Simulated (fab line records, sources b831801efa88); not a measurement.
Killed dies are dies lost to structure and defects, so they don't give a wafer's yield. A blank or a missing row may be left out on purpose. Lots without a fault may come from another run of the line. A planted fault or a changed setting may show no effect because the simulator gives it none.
Which tool did it? | flow sky130 | 24 lots, 72 wafers sampled, at 5 steps of a route of 708

WHAT THE GAUGES READ, wafer by wafer
SKY_CONTACT_BOW_MEAS_05. Usual: CONTACT_BOW 82 um, standard deviation 6.9.
lot  | measured     | on            | CONTACT_BOW (um) | flag
L074 | day 30 02:29 | film_metro-03 | 63 79 78         |
L075 | day 30 13:42 | film_metro-02 | 80 83 79         |
L076 | day 30 19:43 | film_metro-01 | 84 81 96         |
L077 | day 31 16:16 | film_metro-01 | 81 68 78         |
L078 | day 31 18:34 | film_metro-02 | 82 76 87         |
L079 | day 31 23:21 | film_metro-01 | 84 78 80         |
L080 | day 32 07:53 | film_metro-02 | 85 99 90         |
L082 | day 33 20:12 | film_metro-01 | 80 85 76         |
L083 | day 33 20:50 | film_metro-03 | 72 89 89         |
L081 | day 33 22:55 | film_metro-03 | 81 86 86         |
L084 | day 33 23:26 | film_metro-02 | 92 90 92         |
L085 | day 34 05:51 | film_metro-03 | 80 79 76         |
L086 | day 35 02:58 | film_metro-02 | 87 78 84         |
L087 | day 35 05:11 | film_metro-03 | 83 83 81         |
L088 | day 35 08:28 | film_metro-01 | 70 81 72         |
L089 | day 35 19:17 | film_metro-01 | 83 78 88         |
L090 | day 36 00:11 | film_metro-03 | 89 91 90         |
L092 | day 36 02:29 | film_metro-02 | 86 87 80         |
L091 | day 36 05:00 | film_metro-02 | 75 87 84         |
L093 | day 36 17:16 | film_metro-03 | 91 71 71         |
L094 | day 36 19:15 | film_metro-03 | 82 84 95         |
L095 | day 37 01:32 | film_metro-02 | 77 73 77         |
L096 | day 37 12:10 | film_metro-03 | 89 87 80         |
L097 | day 37 13:41 | film_metro-03 | 91 75 79         |

SKY_CONTACT_THK_MEAS_26: measures by xrf. Usual: CONTACT_W_THK 335 nm, standard deviation 4.3.
lot  | measured     | on            | CONTACT_W_THK (nm) | flag
L074 | day 31 06:36 | film_metro-02 | 352 343 346        |
L075 | day 31 18:07 | film_metro-03 | 328 331 332        |
L076 | day 32 00:08 | film_metro-01 | 336 335 340        |
L077 | day 32 19:59 | film_metro-03 | 332 332 333        |
L078 | day 32 22:25 | film_metro-01 | 333 333 331        |
L079 | day 33 03:49 | film_metro-03 | 337 338 340        |
L080 | day 33 10:58 | film_metro-03 | 332 335 335        |
L082 | day 34 23:35 | film_metro-03 | 334 336 334        |
L083 | day 35 00:40 | film_metro-02 | 335 336 336        |
L081 | day 35 02:57 | film_metro-01 | 330 335 332        |
L084 | day 35 03:55 | film_metro-01 | 334 335 333        |
L085 | day 35 09:49 | film_metro-01 | 333 333 332        |
L086 | day 36 05:40 | film_metro-03 | 333 336 333        |
L087 | day 36 11:46 | film_metro-01 | 332 334 333        |
L088 | day 36 12:26 | film_metro-02 | 341 339 337        |
L089 | day 36 23:05 | film_metro-03 | 330 333 333        |
L090 | day 37 03:29 | film_metro-03 | 328 333 330        |
L092 | day 37 05:29 | film_metro-02 | 344 343 337        |
L091 | day 37 08:14 | film_metro-03 | 336 336 327        |
L093 | day 37 20:39 | film_metro-01 | 337 335 337        |
L094 | day 37 22:43 | film_metro-01 | 337 342 335        |
L095 | day 38 04:22 | film_metro-01 | 337 336 343        |
L096 | day 38 15:20 | film_metro-03 | 330 334 328        |
L097 | day 38 16:41 | film_metro-01 | 336 338 331        |

SKY_METAL1_RS_MEAS_05: measures by four-point-probe. Usual: METAL1_ALCU_RS 0.1262 ohm/sq, standard deviation 0.0013.
lot  | measured     | on            | METAL1_ALCU_RS (ohm/sq) | flag
L074 | day 31 07:06 | film_metro-01 | 0.1269 0.1273 0.1278    |
L075 | day 31 18:37 | film_metro-04 | 0.1269 0.1254 0.1266    |
L076 | day 32 00:38 | film_metro-03 | 0.1269 0.1272 0.1280    |
L077 | day 32 20:44 | film_metro-01 | 0.1268 0.1261 0.1268    |
L078 | day 32 22:56 | film_metro-03 | 0.1251 0.1249 0.1234    |
L079 | day 33 04:19 | film_metro-01 | 0.1265 0.1269 0.1264    |
L080 | day 33 11:53 | film_metro-01 | 0.1259 0.1253 0.1267    |
L082 | day 35 00:05 | film_metro-01 | 0.1238 0.1249 0.1247    |
L083 | day 35 01:10 | film_metro-01 | 0.1239 0.1239 0.1241    |
L081 | day 35 03:27 | film_metro-04 | 0.1255 0.1254 0.1254    |
L084 | day 35 04:25 | film_metro-04 | 0.1257 0.1259 0.1246    |
L085 | day 35 10:19 | film_metro-01 | 0.1266 0.1259 0.1261    |
L086 | day 36 06:10 | film_metro-01 | 0.1276 0.1270 0.1274    |
L087 | day 36 12:17 | film_metro-03 | 0.1272 0.1263 0.1264    |
L088 | day 36 12:56 | film_metro-03 | 0.1272 0.1272 0.1271    |
L089 | day 36 23:35 | film_metro-04 | 0.1250 0.1262 0.1255    |
L090 | day 37 03:59 | film_metro-01 | 0.1251 0.1239 0.1247    |
L092 | day 37 05:59 | film_metro-01 | 0.1258 0.1275 0.1259    |
L091 | day 37 08:44 | film_metro-01 | 0.1261 0.1261 0.1254    |
L093 | day 37 21:09 | film_metro-03 | 0.1280 0.1281 0.1272    |
L094 | day 37 23:14 | film_metro-03 | 0.1298 0.1294 0.1291    |
L095 | day 38 04:52 | film_metro-04 | 0.1251 0.1247 0.1259    |
L096 | day 38 15:54 | film_metro-03 | 0.1268 0.1245 0.1261    |
L097 | day 38 17:11 | film_metro-03 | 0.1261 0.1281 0.1273    |

SKY_METAL1_THK_MEAS_06: measures by xrf. Usual: METAL1_ALCU_THK 251.0 nm, standard deviation 2.6.
lot  | measured     | on            | METAL1_ALCU_THK (nm) | flag
L074 | day 31 07:13 | film_metro-01 | 249.9 248.8 245.9    |
L075 | day 31 18:44 | film_metro-04 | 250.4 253.1 250.6    |
L076 | day 32 00:45 | film_metro-03 | 252.4 252.9 248.2    |
L077 | day 32 20:51 | film_metro-01 | 248.5 251.1 247.2    |
L078 | day 32 23:02 | film_metro-03 | 255.2 254.7 257.2    |
L079 | day 33 04:26 | film_metro-01 | 251.5 251.1 251.0    |
L080 | day 33 11:59 | film_metro-01 | 251.9 254.2 252.4    |
L082 | day 35 00:12 | film_metro-01 | 255.5 250.9 252.4    |
L083 | day 35 01:17 | film_metro-01 | 255.7 252.9 253.7    |
L081 | day 35 03:34 | film_metro-04 | 252.4 253.1 252.7    |
L084 | day 35 04:32 | film_metro-04 | 252.5 252.0 253.5    |
L085 | day 35 10:26 | film_metro-01 | 249.7 252.1 251.1    |
L086 | day 36 06:17 | film_metro-01 | 247.8 248.5 247.9    |
L087 | day 36 12:23 | film_metro-03 | 249.8 251.4 251.8    |
L088 | day 36 13:04 | film_metro-03 | 250.3 247.7 250.1    |
L089 | day 36 23:42 | film_metro-04 | 253.6 250.3 253.3    |
L090 | day 37 04:06 | film_metro-01 | 251.8 252.1 253.2    |
L092 | day 37 06:06 | film_metro-01 | 250.6 245.2 251.0    |
L091 | day 37 08:51 | film_metro-01 | 251.1 250.4 252.0    |
L093 | day 37 21:16 | film_metro-03 | 248.2 248.4 251.6    |
L094 | day 37 23:20 | film_metro-03 | 243.1 245.6 245.8    |
L095 | day 38 04:59 | film_metro-04 | 251.5 254.3 252.4    |
L096 | day 38 16:01 | film_metro-03 | 249.9 254.1 252.5    |
L097 | day 38 17:18 | film_metro-03 | 252.0 246.9 250.5    |

SKY_METAL1_CD_MEAS_15: target cd 140 nm. Usual: cd_nm 140.3 nm, standard deviation 1.6.
lot  | measured     | on        | cd_nm (nm)        | flag
L074 | day 32 10:19 | cd_sem-01 | 140.9 140.6 140.8 |
L075 | day 32 21:29 | cd_sem-02 | 138.6 138.3 139.9 |
L076 | day 33 03:34 | cd_sem-02 | 140.6 139.7 139.1 |
L077 | day 33 23:34 | cd_sem-02 | 139.7 139.0 142.2 |
L078 | day 34 01:44 | cd_sem-01 | 138.3 139.8 140.6 |
L079 | day 34 07:11 | cd_sem-02 | 142.1 143.7 143.0 |
L080 | day 34 14:53 | cd_sem-01 | 139.3 140.0 140.7 |
L082 | day 36 02:34 | cd_sem-02 | 140.8 141.3 141.1 |
L083 | day 36 03:07 | cd_sem-01 | 138.5 139.4 138.8 |
L081 | day 36 05:53 | cd_sem-02 | 142.8 143.9 143.8 |
L084 | day 36 06:17 | cd_sem-02 | 140.6 139.0 139.4 |
L085 | day 36 13:29 | cd_sem-01 | 138.5 138.0 137.6 |
L086 | day 37 08:47 | cd_sem-02 | 137.8 138.3 138.9 |
L087 | day 37 13:35 | cd_sem-01 | 141.2 141.2 142.3 |
L088 | day 37 15:01 | cd_sem-01 | 138.3 140.0 139.3 |
L089 | day 38 00:44 | cd_sem-01 | 140.9 141.9 141.2 |
L090 | day 38 05:40 | cd_sem-02 | 140.7 139.5 140.2 |
L092 | day 38 08:20 | cd_sem-02 | 140.0 140.8 141.3 |
L091 | day 38 10:59 | cd_sem-02 | 140.6 142.1 141.1 |
L093 | day 38 22:49 | cd_sem-02 | 142.5 141.7 142.1 |
L094 | day 39 00:26 | cd_sem-01 | 140.3 139.4 139.9 |
L095 | day 39 06:16 | cd_sem-02 | 139.7 138.4 138.8 |
L096 | day 39 17:49 | cd_sem-01 | 137.2 136.9 137.4 |
L097 | day 39 18:38 | cd_sem-01 | 144.1 142.0 142.8 |

WHICH TOOL RAN EACH LOT (tool, then ch and the chambers of the sampled wafers, then the start)
The record holds no process step before these readings.

WHAT THE TOOLS THEMSELVES READ (means of the sampled wafers that have a number; where no wafer has one, the mark that the record gives instead)
The record holds no such reading with a usual standard deviation.

THE ANSWER, worked out from the rows above alone
Rule: a lot is off if the mean of its wafers that have a number lies more than 3 standard deviations from the usual mean. A lot without any number at a reading at which 4 lots or more have one is off too. The other lots that the step has rows for count as sound. The gauges are gone through in route order, then the tools' own readings, and for those a lot's mean is taken as printed above. The first step at which some lot is off is used, and at that step the reading that is off furthest; a lot without a number counts as furthest.
No lot is off at any reading shown: from this, nothing can be told.

WHAT THE SIMULATOR HAD PUT IN
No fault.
